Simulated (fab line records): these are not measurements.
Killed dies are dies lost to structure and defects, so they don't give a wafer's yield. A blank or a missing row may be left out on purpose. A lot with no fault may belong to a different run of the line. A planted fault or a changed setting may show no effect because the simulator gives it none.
A struck lot beside a sound one	flow sky130	17 out of 708 route steps
Sound: the wafers L333.1, L333.5, L333.6. The struck wafers were L348.2, L348.5, L348.6. The cause comes at the end.
For every step that has rows: the tool of each side, followed by ch and its chambers, followed by its first start. Under that, the readings that differ: sound wafers	struck wafers	difference of the means	sigmas: that difference in standard deviations of wafers without a fault.
alike: words and numbers the same on both sides, and readings whose means are apart by under 2 such deviations; not compared: readings that were withheld, readings missing a value for some wafer, numbers with overlapping values and no deviation given by the record, and bounds like >300 which may hide the same value.
Wherever a step has rows on one side only, a row that says differs or no value, or a row with sigmas, the two part there. Non-overlapping numbers with no deviation appear without sigmas and do not part them. Lack of a reading on every wafer of one side parts them only where that side has two or more wafers.

SKY_METAL5_SPUTTER_01: material TiN, target thk 20 nm, time 16.7 s.
  struck on pvd-sputter-03, day 47 06:18; sound on pvd-sputter-03, day 43 06:10
  alike: throttle-valve-pct
SKY_METAL5_SPUTTER_02: material AlCu, target thk 1150 nm, time 59.67 s.
  struck on pvd-sputter-03, day 47 06:20; sound on pvd-sputter-03, day 43 06:12
  alike: throttle-valve-pct
SKY_METAL5_SPUTTER_03: material Ti, target thk 5 nm, time 3.3 s.
  struck on pvd-sputter-03, day 47 06:23; sound on pvd-sputter-03, day 43 06:15
  alike: throttle-valve-pct
SKY_METAL5_SPUTTER_04: material TiN, target thk 70 nm, time 58.3 s.
  struck on pvd-sputter-03, day 47 06:24; sound on pvd-sputter-03, day 43 06:16
  alike: throttle-valve-pct
SKY_METAL5_RS_MEAS_05: measures by four-point-probe.
  struck on film-metro-04, day 47 06:28; sound on film-metro-02, day 43 06:19
  alike: METAL5_ALCU_RS
SKY_METAL5_THK_MEAS_06: measures by xrf.
  struck on film-metro-04, day 47 06:35; sound on film-metro-02, day 43 06:26
  alike: METAL5_ALCU_THK
then, 6 steps without rows for these wafers: SKY_METAL5_DEHYDRATE_07 (time 60 s); SKY_METAL5_HMDS_08 (prime time 60 s); SKY_METAL5_COAT_09 (resist thk 1800 nm); SKY_METAL5_SOFTBAKE_10 (time 60 s); SKY_METAL5_EXPOSE_11 (exposes mask MM5, target cd 1600 nm); SKY_METAL5_PEB_12.
SKY_METAL5_DEVELOP_13: develop time 60 s.
  sound on litho-track-02 ch 0, day 44 04:52; struck on litho-track-02 ch 0, day 48 00:03
SKY_METAL5_DESCUM_14: chemistry O2, time 11 s.
  sound on rie-metal-01 ch 0,1, day 44 05:01; struck on rie-metal-02 ch 0,1, day 48 00:10
reading	sound	struck	difference	sigmas
model.METAL5.cd-nm (nm)	1602 1602 1604	1620 1619 1619	+17	
  alike: drypump-motor-current-A, oes-product-au
  not compared: rf-hours-counter-h
SKY_METAL5_METAL_ETCH_15: etches the open film in Cl2/BCl3, stops on SiO2, target depth 1260 nm, time 239.8 s.
  sound on rie-metal-01 ch 0,1, day 44 05:03; struck on rie-metal-02 ch 0,1, day 48 00:12
reading	sound	struck	difference	sigmas
model.METAL5.cd-nm (nm)	1603 1613 1604	1633 1628 1622	+21	
  alike: drypump-motor-current-A, oes-product-au, throttle-valve-pct
  not compared: rf-hours-counter-h
SKY_METAL5_STRIP_16: strips in O2/N2.
  sound on plasma-asher-01 ch 0,1, day 44 05:17; struck on plasma-asher-01 ch 0,1, day 48 00:26
  alike: drypump-motor-current-A, oes-product-au, strip-time-to-endpoint-s
  not compared: rf-hours-counter-h
SKY_PAD_OPEN_PROBE_99:
  struck on prober-02, day 49 16:57; sound on prober-02, day 46 02:17
reading	sound	struck	difference	sigmas
sort_bin_3_pad_short (%)	0.6 0.4 0.2	1.6 1.4 1.4	+1.1	+3
model.etest.met5.width-nm (nm)	1602 1615 1606	1632 1628 1623	+20	
  alike: defect-limited-yield, killed_at_M0_to_M3, killed_at_M4_up, killed-at-contacts, killed-at-front-end, killed-at-other, killed-dies, killed-open, killed-short, sort_bin_5_function, sort_bin_6_memory, sort-n-pass, sort-yield-pct

## WHERE THEY PART
At SKY_PAD_OPEN_PROBE_99 and nowhere else, as far as this record goes.

WHY: what had been put in by the simulator
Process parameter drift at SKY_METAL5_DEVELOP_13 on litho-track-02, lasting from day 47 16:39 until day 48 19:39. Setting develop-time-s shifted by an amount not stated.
